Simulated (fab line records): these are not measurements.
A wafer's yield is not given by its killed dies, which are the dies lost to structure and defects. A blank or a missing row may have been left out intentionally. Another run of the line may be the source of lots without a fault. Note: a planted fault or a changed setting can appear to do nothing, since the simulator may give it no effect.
fab line records | flow gf180mcu | part 1 of 2: steps 1 to 43 of 44
[record] lots = 7 wafers = 21 last-day = 34
route steps=602 shown NWELL@51 LVPWELL@54 MVSD@66 MVPSD@78 VT_IMPLANT@90 PASSIVATION@602
lots that met no fault: from a run of the same line without faults
start-h: the number of hours between the record's first day and the start of the first shown wafer of the lot | wait-h: how many hours have passed since the lot's step before this one | " as in the row above | L1.1+2: one row covering several wafers at once | - no value present, or no start provided | * or withheld: withheld | < > ~ a bound
route shown NAME@n: a module of which the file shows steps, and the number in the route of the first | usual: mean and standard deviation over wafers with no fault | same: alike in all rows | chamber/n: place in a boat | sites: per-site readings | _std_site: standard deviation of those values | _edge_site: outer sites' mean less inner sites' | radius-mm: for every site, how far away it sits from the centre of the wafer | mask NAME#n: copy n | behind: the most recent tool/chamber to have shaped the wafer | hold: why the lot went on hold/how many hours it stayed there/how the hold came to an end | device: the transistor (n, p or np) that didn't switch | end of line: tests run on the same wafers once the route is complete | step lacking rows: just its recipe | killed: dies lost to structure and defects at the first sort, not the wafer's yield | map: dies across one wafer; x = killed, . = not, _ = none there
set.NAME: setting as actually run; set.NAME@STEP: the setting as run at that earlier step | model.NAME: the simulator's own value behind a step, which no gauge read
a table for each step, a row for each wafer; lots at some steps of the route
services: a tool's chamber out of use, with start hour (start-h, from the record's first day; less than 0 if before it), hours out, and reason
[[steps]]
[step GF_NWELL_IMPLANT_09]
[recipe] species = P energy-kev = 160 dose-cm2 = 4e+12 tilt-deg = 0
[step GF_NWELL_STRIP_10]
[recipe] chemistry = O2/N2 power-w = 1400 pressure-mtorr = 1500 platen-temp-c = 250 o2-flow-sccm = 3000 n2-flow-sccm = 300 overash-fraction = 0.5
[usual] drypump-motor-current-A = 5.6/0.37 heater-power-w = 333/37 oes-product-au = 0.722/0.0043 platen-temp-c = 249.97/0.18 strip-time-to-endpoint-s = 36.96/0.12
// columns lot.wafer tool chamber start-h wait-h drypump-motor-current-A heater-power-w oes-product-au platen-temp-c rf-hours-counter-h strip-time-to-endpoint-s
L541.1 plasma-asher-01 0 55.46 0.1 5.6 353 0.721 249.80 26 36.86
L541.2 " 1 " " 5.4 336 0.718 250.12 26 36.78
L541.5 " 0 " " 5.5 345 0.726 249.94 - 36.87
L542.1 plasma-asher-04 0 61.36 0.1 5.4 292 0.719 249.85 41 37.06
L542.3 " 1 " " 5.3 299 0.725 249.70 - 37.08
L542.6 " 0 " " 5.4 288 0.723 249.97 - 37.14
L545.2 plasma-asher-01 0 76.93 0.1 5.5 343 0.719 249.85 28 36.91
L545.5 " 0 " " 5.6 347 0.724 249.74 - 36.94
L545.6 " 1 " " 5.4 342 0.724 250.01 - 36.99
L546.1 plasma-asher-04 0 82.68 0.1 5.4 286 0.719 250.10 44 36.97
L546.4 " 1 " " 5.3 293 0.724 249.80 - 37.01
L546.6 " 1 " " 5.3 298 0.723 249.82 - 36.94
L547.1 plasma-asher-01 1 87.91 0.1 5.4 343 0.723 249.69 29 37.02
L547.3 " 1 " " 5.4 331 0.722 249.75 - 37.02
L547.5 " 0 " " 5.5 354 0.722 250.00 - 36.98
L549.1 plasma-asher-01 0 98.16 0.1 5.6 345 0.725 250.26 30 37.04
L549.3 " 0 " " 5.6 342 0.727 250.05 - 37.09
L549.4 " 1 " " 5.4 324 0.728 249.95 - 37.06
L563.2 plasma-asher-04 1 177.68 0.1 5.3 282 0.718 250.15 7 37.00
L563.3 " 0 " " 5.4 288 0.720 250.12 - 37.05
L563.4 " 1 " " 5.3 290 0.727 250.12 - 36.95
[step GF_NWELL_TW_MEAS_11]
[usual] NWELL_TW = 1555/12
// columns lot.wafer tool chamber start-h wait-h NWELL_TW
L541.1 film-metro-04 - 55.56 0.1 1532
L541.2 " - " " 1528
L541.5 " - " " 1535
L542.1 film-metro-04 - 61.46 0.1 1531
L542.3 " - " " 1535
L542.6 " - " " 1540
L545.2 film-metro-02 - 77.04 0.1 1569
L545.5 " - " " 1565
L545.6 " - " " 1571
L546.1 film-metro-04 - 82.78 0.1 1546
L546.4 " - " " 1541
L546.6 " - " " 1541
L547.1 film-metro-02 - 88.01 0.1 1555
L547.3 " - " " 1557
L547.5 " - " " 1555
L549.1 film-metro-02 - 98.26 0.1 1556
L549.3 " - " " 1563
L549.4 " - " " 1553
L563.2 film-metro-04 - 177.79 0.1 1542
L563.3 " - " " 1540
L563.4 " - " " 1548
[step GF_LVPWELL_DEHYDRATE_00]
[recipe] temp-c = 200 time-s = 60
[step GF_LVPWELL_HMDS_01]
[recipe] prime-time-s = 60 prime-temp-c = 120
[step GF_LVPWELL_COAT_02]
[recipe] spin-rpm = 2000 resist-thk-nm = 3000
[step GF_LVPWELL_SOFTBAKE_03]
[recipe] temp-c = 110 time-s = withheld
[step GF_LVPWELL_EXPOSE_04]
[recipe] mask-id = LVPWELL target-cd-nm = 600 na = 0.6 source-shape = conventional sigma-outer = 0.6 dose-mj = 260
[step GF_LVPWELL_PEB_05]
[recipe] temp-c = 115 time-s = withheld
[step GF_LVPWELL_DEVELOP_06]
[recipe] wall-angle-deg = 90 develop-time-s = 60 dev-temp-c = 23
[step GF_LVPWELL_OVL_MEAS_07]
[usual] LVPWELL_OVL = -0.1/1.3
// columns lot.wafer tool chamber start-h wait-h LVPWELL_OVL[nm]
L541.1 overlay-02 - 68.54 - 1.6
L541.2 " - " " 0.4
L541.5 " - " " 0.8
L542.1 overlay-02 - 74.87 - -1.0
L542.3 " - " " -2.1
L542.6 " - " " 1.1
L545.2 overlay-02 - 90.73 - 0.2
L545.5 " - " " -0.3
L545.6 " - " " 2.6
L546.1 overlay-02 - 96.36 - -0.2
L546.4 " - " " 0.3
L546.6 " - " " 0.6
L547.1 overlay-01 - 101.87 - 2.0
L547.3 " - " " 2.0
L547.5 " - " " 0.9
L549.1 overlay-02 - 112.32 - -2.1
L549.3 " - " " -3.1
L549.4 " - " " -4.0
L563.2 overlay-01 - 193.95 - 0.5
L563.3 " - " " 0.5
L563.4 " - " " -0.4
[step GF_LVPWELL_IMPLANT_08]
[recipe] species = B energy-kev = 170 dose-cm2 = 1.5e+13 tilt-deg = 0
[step GF_LVPWELL_IMPLANT_09]
[recipe] species = B energy-kev = 60 dose-cm2 = 5e+12 tilt-deg = 0
[usual] tilt-deg = -0.004/0.021
// columns lot.wafer tool chamber start-h wait-h tilt-deg
L541.1 implanter-01 0 68.73 0.1 0.002
L541.2 " 0 " " 0.021
L541.5 " 0 " " 0.017
L542.1 implanter-02 0 75.06 0.1 -0.011
L542.3 " 0 " " -0.010
L542.6 " 0 " " 0.009
L545.2 implanter-02 0 90.93 0.1 5.987
L545.5 " 0 " " 5.976
L545.6 " 0 " " 5.961
L546.1 implanter-02 0 96.54 0.1 5.972
L546.4 " 0 " " 5.954
L546.6 " 0 " " 5.947
L547.1 implanter-02 0 102.06 0.1 5.978
L547.3 " 0 " " 5.956
L547.5 " 0 " " 5.974
L549.1 implanter-03 0 112.51 0.1 0.013
L549.3 " 0 " " -0.007
L549.4 " 0 " " -0.024
L563.2 implanter-03 0 194.15 0.1 0.007
L563.3 " 0 " " -0.011
L563.4 " 0 " " 0.004
[step GF_LVPWELL_STRIP_10]
[recipe] chemistry = O2/N2 power-w = 1400 pressure-mtorr = 1500 platen-temp-c = 250 o2-flow-sccm = 3000 n2-flow-sccm = 300 overash-fraction = 0.5
[usual] drypump-motor-current-A = 5.6/0.4 heater-power-w = 326/34 oes-product-au = 0.722/0.0046 platen-temp-c = 249.97/0.18 strip-time-to-endpoint-s = 36.97/0.1
// columns lot.wafer tool chamber start-h wait-h drypump-motor-current-A heater-power-w oes-product-au platen-temp-c rf-hours-counter-h strip-time-to-endpoint-s
L541.1 plasma-asher-03 1 68.88 0.1 5.5 325 0.728 249.90 42 36.83
L541.2 " 0 " " 6.5 384 0.722 249.90 42 36.88
L541.5 " 0 " " 6.5 388 0.724 249.65 - 36.82
L542.1 plasma-asher-01 1 75.21 0.1 5.4 328 0.727 250.11 28 36.88
L542.3 " 1 " " 5.4 331 0.717 249.92 - 36.88
L542.6 " 1 " " 5.4 338 0.726 249.60 - 36.98
L545.2 plasma-asher-03 1 91.06 0.1 5.5 318 0.722 249.91 44 37.07
L545.5 " 1 " " 5.5 328 0.721 250.07 - 37.01
L545.6 " 0 " " 6.5 389 0.718 250.16 - 36.92
L546.1 plasma-asher-04 0 96.69 0.1 5.3 292 0.717 249.86 45 36.86
L546.4 " 0 " " 5.4 278 0.721 250.06 - 36.88
L546.6 " 0 " " 5.4 285 0.723 249.79 - 36.93
L547.1 plasma-asher-04 0 102.21 0.1 5.4 286 0.729 250.11 46 37.00
L547.3 " 0 " " 5.4 287 0.726 249.95 - 36.90
L547.5 " 1 " " 5.3 299 0.723 249.94 - 36.90
L549.1 plasma-asher-01 1 112.66 0.1 5.4 332 0.729 249.88 32 36.93
L549.3 " 0 " " 5.5 348 0.724 249.81 - 36.89
L549.4 " 1 " " 5.4 341 0.711 250.20 - 37.08
L563.2 plasma-asher-01 0 194.28 0.1 5.5 343 0.723 250.26 41 37.00
L563.3 " 1 " " 5.4 336 0.723 250.10 - 36.88
L563.4 " 0 " " 5.5 354 0.717 250.05 - 37.00
[step GF_LVPWELL_TW_MEAS_11]
[usual] LVPWELL_TW = 553/4.5
// columns lot.wafer tool chamber start-h wait-h LVPWELL_TW
L541.1 film-metro-04 - 68.98 0.1 546
L541.2 " - " " 545
L541.5 " - " " 550
L542.1 film-metro-03 - 75.31 0.1 556
L542.3 " - " " 562
L542.6 " - " " 560
L545.2 film-metro-04 - 91.17 0.1 563
L545.5 " - " " 563
L545.6 " - " " 563
L546.1 film-metro-04 - 96.79 0.1 568
L546.4 " - " " 564
L546.6 " - " " 562
L547.1 film-metro-03 - 102.31 0.1 568
L547.3 " - " " 567
L547.5 " - " " 565
L549.1 film-metro-02 - 112.76 0.1 555
L549.3 " - " " 554
L549.4 " - " " 558
L563.2 film-metro-04 - 194.39 0.1 550
L563.3 " - " " 553
L563.4 " - " " 550
[step GF_MVSD_DEHYDRATE_00]
[recipe] temp-c = 200 time-s = 60
[step GF_MVSD_HMDS_01]
[recipe] prime-time-s = 60 prime-temp-c = 120
[step GF_MVSD_COAT_02]
[recipe] spin-rpm = 2000 resist-thk-nm = 3000
[step GF_MVSD_SOFTBAKE_03]
[recipe] temp-c = 110 time-s = withheld
[step GF_MVSD_EXPOSE_04]
[recipe] mask-id = MVSD target-cd-nm = 1000 na = 0.6 source-shape = conventional sigma-outer = 0.6 dose-mj = 260
[step GF_MVSD_PEB_05]
[recipe] temp-c = 115 time-s = withheld
[step GF_MVSD_DEVELOP_06]
[recipe] wall-angle-deg = 90 develop-time-s = 60 dev-temp-c = 23
[step GF_MVSD_OVL_MEAS_07]
[usual] MVSD_OVL = 0.5/1.3
// columns lot.wafer tool chamber start-h wait-h MVSD_OVL[nm]
L541.1 overlay-02 - 82.10 - 0.5
L541.2 " - " " 2.6
L541.5 " - " " 0.7
L542.1 overlay-01 - 87.81 - 2.7
L542.3 " - " " 1.2
L542.6 " - " " 0.9
L545.2 overlay-01 - 104.51 - -1.9
L545.5 " - " " -1.8
L545.6 " - " " -1.2
L546.1 overlay-01 - 110.61 - 1.0
L546.4 " - " " 1.9
L546.6 " - " " 1.9
L547.1 overlay-01 - 115.90 - -0.6
L547.3 " - " " 1.4
L547.5 " - " " -0.8
L549.1 overlay-02 - 127.61 - -0.4
L549.3 " - " " 1.4
L549.4 " - " " 1.2
L563.2 overlay-01 - 210.50 - 1.8
L563.3 " - " " 3.3
L563.4 " - " " 2.2
[step GF_MVSD_IMPLANT_08]
[recipe] species = P energy-kev = 400 dose-cm2 = 1.6e+13 tilt-deg = 0
[step GF_MVSD_IMPLANT_09]
[recipe] species = P energy-kev = 100 dose-cm2 = 5e+12 tilt-deg = 0
[step GF_MVSD_STRIP_10]
[recipe] chemistry = O2/N2 power-w = 1400 pressure-mtorr = 1500 platen-temp-c = 250 o2-flow-sccm = 3000 n2-flow-sccm = 300 overash-fraction = 0.5
[usual] drypump-motor-current-A = 5.7/0.42 heater-power-w = 349/26 oes-product-au = 0.722/0.0046 platen-temp-c = 249.99/0.18 strip-time-to-endpoint-s = 36.95/0.09
// columns lot.wafer tool chamber start-h wait-h drypump-motor-current-A heater-power-w oes-product-au platen-temp-c rf-hours-counter-h strip-time-to-endpoint-s
L541.1 plasma-asher-02 0 82.43 0.1 6.4 393 0.727 250.15 40 36.91
L541.2 " 1 " " 5.6 328 0.719 249.93 40 37.03
L541.5 " 1 " " 5.6 326 0.726 249.93 - 36.99
L542.1 plasma-asher-02 0 88.14 0.1 6.4 400 0.719 249.71 41 37.00
L542.3 " 0 " " 6.4 393 0.723 249.66 - 36.93
L542.6 " 0 " " 6.4 402 0.732 249.96 - 36.94
L545.2 plasma-asher-02 0 104.84 0.1 6.4 394 0.727 250.25 42 36.89
L545.5 " 1 " " 5.6 318 0.726 249.69 - 36.79
L545.6 " 0 " " 6.4 402 0.719 250.37 - 36.87
L546.1 plasma-asher-03 1 110.94 0.1 5.4 321 0.718 249.81 46 37.11
L546.4 " 1 " " 5.5 316 0.716 249.89 - 36.97
L546.6 " 0 " " 6.5 384 0.716 249.96 - 37.00
L547.1 plasma-asher-01 1 116.23 0.1 5.4 323 0.717 250.09 32 36.91
L547.3 " 0 " " 5.5 353 0.722 249.82 - 36.96
L547.5 " 1 " " 5.4 335 0.724 250.08 - 36.95
L549.1 plasma-asher-01 0 127.94 0.1 5.5 351 0.715 250.11 33 37.00
L549.3 " 0 " " 5.5 358 0.715 250.24 - 36.99
L549.4 " 1 " " 5.4 338 0.731 250.16 - 37.02
L563.2 plasma-asher-02 0 210.83 0.1 6.4 401 0.724 249.91 55 37.09
L563.3 " 0 " " 6.4 400 0.720 249.87 - 36.96
L563.4 " 1 " " 5.6 324 0.725 249.72 - 36.97
[step GF_MVSD_TW_MEAS_11]
[usual] MVSD_TW = 1564/12
// columns lot.wafer tool chamber start-h wait-h MVSD_TW
L541.1 film-metro-03 - 82.53 0.1 1571
L541.2 " - " " 1579
L541.5 " - " " 1585
L542.1 film-metro-02 - 88.24 0.1 1570
L542.3 " - " " 1569
L542.6 " - " " 1573
L545.2 film-metro-04 - 104.95 0.1 1552
L545.5 " - " " 1554
L545.6 " - " " 1559
L546.1 film-metro-03 - 111.04 0.1 1553
L546.4 " - " " 1549
L546.6 " - " " 1568
L547.1 film-metro-02 - 116.33 0.1 1566
L547.3 " - " " 1576
L547.5 " - " " 1572
L549.1 film-metro-02 - 128.04 0.1 1563
L549.3 " - " " 1563
L549.4 " - " " 1564
L563.2 film-metro-03 - 210.94 0.1 1574
L563.3 " - " " 1563
L563.4 " - " " 1563
[step GF_MVPSD_DEHYDRATE_00]
[recipe] temp-c = 200 time-s = 60
[step GF_MVPSD_HMDS_01]
[recipe] prime-time-s = 60 prime-temp-c = 120
[step GF_MVPSD_COAT_02]
[recipe] spin-rpm = 2000 resist-thk-nm = 3000
[step GF_MVPSD_SOFTBAKE_03]
[recipe] temp-c = 110 time-s = withheld
[step GF_MVPSD_EXPOSE_04]
[recipe] mask-id = MVPSD target-cd-nm = 1000 na = 0.6 source-shape = conventional sigma-outer = 0.6 dose-mj = 260
[step GF_MVPSD_PEB_05]
[recipe] temp-c = 115 time-s = withheld
[step GF_MVPSD_DEVELOP_06]
[recipe] wall-angle-deg = 90 develop-time-s = 60 dev-temp-c = 23
[step GF_MVPSD_OVL_MEAS_07]
[usual] MVPSD_OVL = 0.0/1.1
// columns lot.wafer tool chamber start-h wait-h MVPSD_OVL[nm]
L541.1 overlay-01 - 95.94 - -0.2
L541.2 " - " " -0.1
L541.5 " - " " -0.7
L542.1 overlay-01 - 102.14 - 1.7
L542.3 " - " " 0.6
L542.6 " - " " 0.1
L545.2 overlay-01 - 119.56 - -0.6
L545.5 " - " " -1.8
L545.6 " - " " -0.9
L546.1 overlay-02 - 125.54 - -0.8
L546.4 " - " " 0.2
L546.6 " - " " 0.0
L547.1 overlay-02 - 131.24 - 0.3
L547.3 " - " " -0.9
L547.5 " - " " -2.4
L549.1 overlay-02 - 143.20 - -1.5
L549.3 " - " " -0.4
L549.4 " - " " -1.0
L563.2 overlay-01 - 228.29 - 0.9
L563.3 " - " " 0.1
L563.4 " - " " -0.1
[step GF_MVPSD_IMPLANT_08]
[recipe] species = B energy-kev = 170 dose-cm2 = 1.5e+13 tilt-deg = 0
[step GF_MVPSD_IMPLANT_09]
[recipe] species = B energy-kev = 40 dose-cm2 = 5e+12 tilt-deg = 0
[step GF_MVPSD_STRIP_10]
[recipe] chemistry = O2/N2 power-w = 1400 pressure-mtorr = 1500 platen-temp-c = 250 o2-flow-sccm = 3000 n2-flow-sccm = 300 overash-fraction = 0.5
[usual] drypump-motor-current-A = 5.8/0.5 heater-power-w = 332/42 oes-product-au = 0.722/0.0049 platen-temp-c = 249.99/0.18 strip-time-to-endpoint-s = 36.95/0.09
// columns lot.wafer tool chamber start-h wait-h drypump-motor-current-A heater-power-w oes-product-au platen-temp-c rf-hours-counter-h strip-time-to-endpoint-s
L541.1 plasma-asher-04 0 96.28 0.1 5.4 283 0.717 250.13 45 36.88
L541.2 " 1 " " 5.3 295 0.723 250.06 45 36.98
L541.5 " 0 " " 5.4 288 0.727 250.01 - 36.90
L542.1 plasma-asher-04 0 102.48 0.1 5.4 285 0.718 250.01 46 36.90
L542.3 " 1 " " 5.3 294 0.733 249.93 - 36.90
L542.6 " 1 " " 5.3 294 0.730 249.79 - 36.92
L545.2 plasma-asher-03 0 119.89 0.1 6.5 389 0.717 250.23 47 37.10
L545.5 " 0 " " 6.5 390 0.724 249.93 - 36.93
L545.6 " 1 " " 5.5 325 0.721 250.15 - 37.00
L546.1 plasma-asher-02 0 125.88 0.1 6.4 392 0.723 250.12 45 37.10
L546.4 " 1 " " 5.6 328 0.728 249.96 - 37.03
L546.6 " 0 " " 6.4 390 0.722 250.20 - 37.09
L547.1 plasma-asher-02 1 131.58 0.1 5.6 331 0.726 249.98 46 37.04
L547.3 " 0 " " 6.4 396 0.718 249.87 - 37.01
L547.5 " 0 " " 6.4 402 0.723 250.06 - 36.96
L549.1 plasma-asher-03 1 143.53 0.1 5.4 324 0.725 249.74 49 36.98
L549.3 " 1 " " 5.4 317 0.725 249.91 - 37.00
L549.4 " 0 " " 6.5 382 0.712 249.56 - 37.02
L563.2 plasma-asher-04 0 228.62 0.1 5.4 280 0.716 250.04 13 36.98
L563.3 " 1 " " 5.4 295 0.713 249.89 - 36.99
L563.4 " 0 " " 5.4 279 0.715 249.97 - 37.05
[step GF_MVPSD_TW_MEAS_11]
[usual] MVPSD_TW = 548/3.7
// columns lot.wafer tool chamber start-h wait-h MVPSD_TW
L541.1 film-metro-02 - 96.38 0.1 547
L541.2 " - " " 549
L541.5 " - " " 549
L542.1 film-metro-04 - 102.58 0.1 545
L542.3 " - " " 546
L542.6 " - " " 547
L545.2 film-metro-03 - 120.00 0.1 549
L545.5 " - " " 547
L545.6 " - " " 547
L546.1 film-metro-03 - 125.98 0.1 552
L546.4 " - " " 547
L546.6 " - " " 550
L547.1 film-metro-03 - 131.68 0.1 552
L547.3 " - " " 551
L547.5 " - " " 552
L549.1 film-metro-03 - 143.63 0.1 544
L549.3 " - " " 549
L549.4 " - " " 554
L563.2 film-metro-02 - 228.73 0.1 550
L563.3 " - " " 549
L563.4 " - " " 550
[step GF_VT_IMPLANT_DEHYDRATE_00]
[recipe] temp-c = 200 time-s = 60
[step GF_VT_IMPLANT_HMDS_01]
[recipe] prime-time-s = 60 prime-temp-c = 120
[step GF_VT_IMPLANT_COAT_02]
[recipe] resist = NOVOLAK spin-rpm = 3000 resist-thk-nm = 1000
[step GF_VT_IMPLANT_RS_MEAS_48]
[recipe] thk-meas-gauge = four-point-probe
[usual] LVPWELL_RS = 1196/3.1
// columns lot.wafer tool chamber start-h wait-h LVPWELL_RS[ohm/sq]
L541.1 film-metro-04 - 156.86 0.1 1200
L541.2 " - " " 1201
L541.5 " - " " 1198
L542.1 film-metro-04 - 163.68 0.1 1198
L542.3 " - " " 1192
L542.6 " - " " 1194
L545.2 film-metro-02 - 182.55 0.1 1165
L545.5 " - " " 1164
L545.6 " - " " 1167
L546.1 film-metro-02 - 190.18 0.1 1168
L546.4 " - " " 1170
L546.6 " - " " 1167
L547.1 film-metro-03 - 197.00 0.1 1167
L547.3 " - " " 1168
L547.5 " - " " 1166
L549.1 film-metro-03 - 209.18 0.1 1196
L549.3 " - " " 1197
L549.4 " - " " 1195
L563.2 film-metro-04 - 305.40 0.1 1197
L563.3 " - " " 1198
L563.4 " - " " 1196
[[key]]
[first-sign] step = GF_LVPWELL_IMPLANT_09 reading = tilt-deg direction = up sigmas = 99+ usual = -0.004 struck = 5.967
[effect] step = GF_LVPWELL_TW_MEAS_11 reading = LVPWELL_TW direction = up sigmas = 2.6 usual = 553 struck = 565
[effect] step = GF_VT_IMPLANT_RS_MEAS_48 reading = LVPWELL_RS direction = down sigmas = 9.3 usual = 1196 struck = 1167
[model-effect] step = GF_PASSIVATION_PROBE_99 value = etest.nldd_6p0.line-ohm-um without = 4640 struck = 4740
met-at GF_LVPWELL_IMPLANT_09
struck-wafers L545.2,L545.5,L545.6,L546.1,L546.4,L546.6,L547.1,L547.3,L547.5
tester-left-out L545,L546,L547
onset-between 75.06 90.93
[fault] kind = process-parameter-drift tool = implanter-02 chamber = - onset-h = 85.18 steps = GF_LVPWELL_IMPLANT_09 channel = tilt-deg offset = 5.9694 shape = step end-h = 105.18 acts-in = these-recipes-only stated = 0
// tester-left-out: of these lots the tester's yield and bins aren't shown, on N5 and GAA mostly nor the transistor test; their killed dies are dies lost to structure and defects alone, not to doping, threshold or leakage, so they don't give the yield
